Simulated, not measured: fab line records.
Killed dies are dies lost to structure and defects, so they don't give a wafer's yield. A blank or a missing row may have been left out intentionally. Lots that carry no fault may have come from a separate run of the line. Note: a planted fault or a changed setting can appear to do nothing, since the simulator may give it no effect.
A struck lot beside a sound one :: flow sfq line :: 41 out of 325 route steps
Sound: the wafers L202.1, L202.3, L202.6. Wafers L211.3, L211.5, L211.6 were the ones struck. At the end, the cause is stated.
For every step that has rows: the tool of each side, followed by ch and its chambers, followed by its first start. Under that, the readings that differ: sound wafers :: struck wafers :: difference of the means :: sigmas: that difference in standard deviations of wafers without a fault.
alike: words and numbers the same on both sides, and readings whose means are apart by under 2 such deviations; not compared: readings that were withheld, readings missing a value for some wafer, numbers with overlapping values and no deviation given by the record, and bounds like >300 which may hide the same value.
The two part at a step that has a row with sigmas, a row that says differs or no value, or rows on one side only. Non-overlapping numbers with no deviation appear without sigmas and do not part them. Lack of a reading on every wafer of one side parts them only where that side has two or more wafers.

first, 6 steps without rows for these wafers: SFQ_TRILAYER_I1_VIA_LITHO_COAT_054 (resist thk 62 nm); SFQ_TRILAYER_I1_VIA_LITHO_COAT_049 (resist thk 650 nm); SFQ_TRILAYER_I1_VIA_LITHO_SOFTBAKE_053; SFQ_TRILAYER_I1_VIA_LITHO_EXPOSE_050 (exposes mask I1, target cd 500 nm); SFQ_TRILAYER_I1_VIA_LITHO_PEB_052 (peb time 60 s); SFQ_TRILAYER_I1_VIA_LITHO_DEVELOP_051 (time 60 s).
SFQ_I1_OVL_MEAS_913:
  struck on overlay-01, day 23 10:02; sound on overlay-02, day 17 19:03
  alike: I1_OVL
SFQ_TRILAYER_I1_VIA_BARC_OPEN_VIA_ETCH_071: etches BARC in O2, target depth 125 nm, time 41.7 s.
  sound on rie diel-02 ch 0,1,3, day 17 19:05; struck on rie diel-02 ch 2,3, day 23 10:04
  alike: chamber pressure mTorr, drypump motor current A, oes product au
  not compared: rf hours counter h
SFQ_TRILAYER_I1_VIA_ETCH_VIA_ETCH_052: etches SiO2 in CHF3, stops on Nb, target depth 260 nm.
  sound on rie diel-02 ch 0,1,3, day 17 19:08; struck on rie diel-02 ch 2,3, day 23 10:07
  alike: chamber pressure mTorr, drypump motor current A, oes product au
SFQ_TRILAYER_I1_VIA_STRIP_STRIP_053: strips in O2.
  sound on rie metal-01 ch 0,1, day 17 19:14; struck on rie metal-04 ch 0,1, day 23 10:25
reading: oes product au (a.u.)
sound: 0.991 0.987 0.985
struck: 1.004 1.020 1.007
difference: +0.023
sigmas: +3
  alike: chamber pressure mTorr, drypump motor current A
  not compared: rf hours counter h
then, 2 steps without rows for these wafers: SFQ_TRILAYER_I1_VIA_STRIP_SOLV_CLEAN_054 (cleans in NMP, time 600 s); SFQ_TRILAYER_M2_DEP_PRE_CLEAN_056 (time 22.5 s).
SFQ_TRILAYER_M2_DEP_SPUTTER_055: material Nb, target thk 200 nm, time 133.3 s.
  struck on pvd sputter-06, day 23 11:01; sound on pvd sputter-04, day 17 20:03
reading: model.Nb_of_TRILAYER_M2_DEP_SPUTTER_055.thk nm (nm)
sound: 199.8 199.7 200
struck: 211.8 214 213.8
difference: +13.4
sigmas: 
  alike: throttle valve pct
SFQ_M2_RS_MEAS_914: measures by four-point-probe.
  struck on film metro-02, day 23 11:26; sound on film metro-03, day 17 20:08
reading: M2_NB_RS (ohm/sq)
sound: 0.893 0.891 0.892
struck: 0.841 0.830 0.832
difference: -0.058
sigmas: -8
  not compared: hold
then, 5 steps without rows for these wafers: SFQ_TRILAYER_M2_LITHO_COAT_057 (resist thk 600 nm); SFQ_TRILAYER_M2_LITHO_SOFTBAKE_061; SFQ_TRILAYER_M2_LITHO_EXPOSE_058 (exposes mask M2, target cd 500 nm); SFQ_TRILAYER_M2_LITHO_PEB_060 (peb time 60 s); SFQ_TRILAYER_M2_LITHO_DEVELOP_059 (time 60 s).
-- the record jumps here: 2 days lie between the struck wafers' starts before and after --
SFQ_M2_OVL_MEAS_916:
  struck on overlay-01, day 25 14:53; sound on overlay-01, day 21 20:47
  alike: M2_OVL
SFQ_TRILAYER_M2_BARC_OPEN_METAL_ETCH_077: etches BARC in O2, target depth 125 nm, time 41.7 s.
  sound on rie metal-01 ch 0,1, day 21 20:50; struck on rie metal-01 ch 0,1, day 25 14:55
  alike: chamber pressure mTorr, drypump motor current A, oes product au
  not compared: rf hours counter h
SFQ_TRILAYER_M2_ETCH_METAL_ETCH_060: etches Nb in Cl2/Ar, stops on SiO2, target depth 240 nm, time 120 s.
  sound on rie metal-01 ch 0,1, day 21 20:53; struck on rie metal-01 ch 0,1, day 25 15:00
reading: oes product au (a.u.)
sound: 0.890 0.896 0.897
struck: 0.919 0.934 0.938
difference: +0.036
sigmas: +6
  alike: chamber pressure mTorr, drypump motor current A
  not compared: rf hours counter h
then, 2 steps without rows for these wafers: SFQ_TRILAYER_M2_STRIP_STRIP_061 (strips in O2); SFQ_TRILAYER_M2_STRIP_SOLV_CLEAN_062 (cleans in NMP, time 600 s).
SFQ_TRILAYER_I2_DEP_PECVD_063: deposits SiO2 from SiH4/N2O, time 111.11 s, target thk 500 nm.
  sound on pecvd-02 ch 0,1, day 21 21:47; struck on pecvd-02 ch 0,2, day 25 15:52
  alike: heater power w, susceptor temp C, throttle valve pct
then, 1 step without rows for these wafers: SFQ_TRILAYER_I2_CMP_CMP_064 (polishes SiO2).
SFQ_I2_BOW_MEAS_917:
  struck on film metro-01, day 26 00:47; sound on film metro-03, day 22 00:52
reading: I2_BOW (um)
sound: -3 -5 -9
struck: 15 11 26
difference: +23
sigmas: +2
then, 7 steps without rows for these wafers: SFQ_TRILAYER_I2_METRO_MEASURE_065; SFQ_TRILAYER_I2_VIA_LITHO_COAT_072 (resist thk 62 nm); SFQ_TRILAYER_I2_VIA_LITHO_COAT_067 (resist thk 650 nm); SFQ_TRILAYER_I2_VIA_LITHO_SOFTBAKE_071; SFQ_TRILAYER_I2_VIA_LITHO_EXPOSE_068 (exposes mask I2, target cd 500 nm); SFQ_TRILAYER_I2_VIA_LITHO_PEB_070 (peb time 60 s); SFQ_TRILAYER_I2_VIA_LITHO_DEVELOP_069 (time 60 s).
-- the record jumps here: 5 days lie between the struck wafers' starts before and after --
SFQ_I2_OVL_MEAS_918:
  struck on overlay-01, day 31 02:44; sound on overlay-01, day 27 06:53
  alike: I2_OVL
then, 5 steps without rows for these wafers: SFQ_TRILAYER_I2_VIA_BARC_OPEN_VIA_ETCH_096 (etches BARC in O2, target depth 125 nm, time 41.7 s); SFQ_TRILAYER_I2_VIA_ETCH_VIA_ETCH_070 (etches SiO2 in CHF3, stops on Nb, target depth 260 nm); SFQ_TRILAYER_I2_VIA_STRIP_STRIP_071 (strips in O2); SFQ_TRILAYER_I2_VIA_STRIP_SOLV_CLEAN_072 (cleans in NMP, time 600 s); SFQ_TRILAYER_M3_DEP_PRE_CLEAN_074 (time 22.5 s).
-- the record jumps here: 48 days lie between the struck wafers' starts before and after --
SFQ_M8_BOW_MEAS_951:
  struck on film metro-01, day 78 16:27; sound on film metro-02, day 75 21:50
reading: model.etest.m2.ohm um
sound: 1.784 1.771 1.774
struck: 1.683 1.663 1.666
difference: -0.106
sigmas: 

reading: model.etest.i1.link ohm
sound: 1.965 1.964 1.967
struck: 1.907 1.895 1.898
difference: -0.065
sigmas: 

reading: model.etest.m2.ohm sq
sound: 0.8912 0.8915 0.8902
struck: 0.8407 0.8319 0.8327
difference: -0.0559
sigmas: 

reading: model.etest.i2.link ohm
sound: 1.979 1.973 1.978
struck: 1.932 1.921 1.921
difference: -0.052
sigmas: 
  alike: M8_BOW

WHERE THEY PART
Last at SFQ_I2_BOW_MEAS_917 as far as this record goes, first at SFQ_TRILAYER_I1_VIA_STRIP_STRIP_053. Later steps at which nothing parts them and some readings are alike: SFQ_I2_OVL_MEAS_918, SFQ_M8_BOW_MEAS_951.

WHY: what the simulator had put in
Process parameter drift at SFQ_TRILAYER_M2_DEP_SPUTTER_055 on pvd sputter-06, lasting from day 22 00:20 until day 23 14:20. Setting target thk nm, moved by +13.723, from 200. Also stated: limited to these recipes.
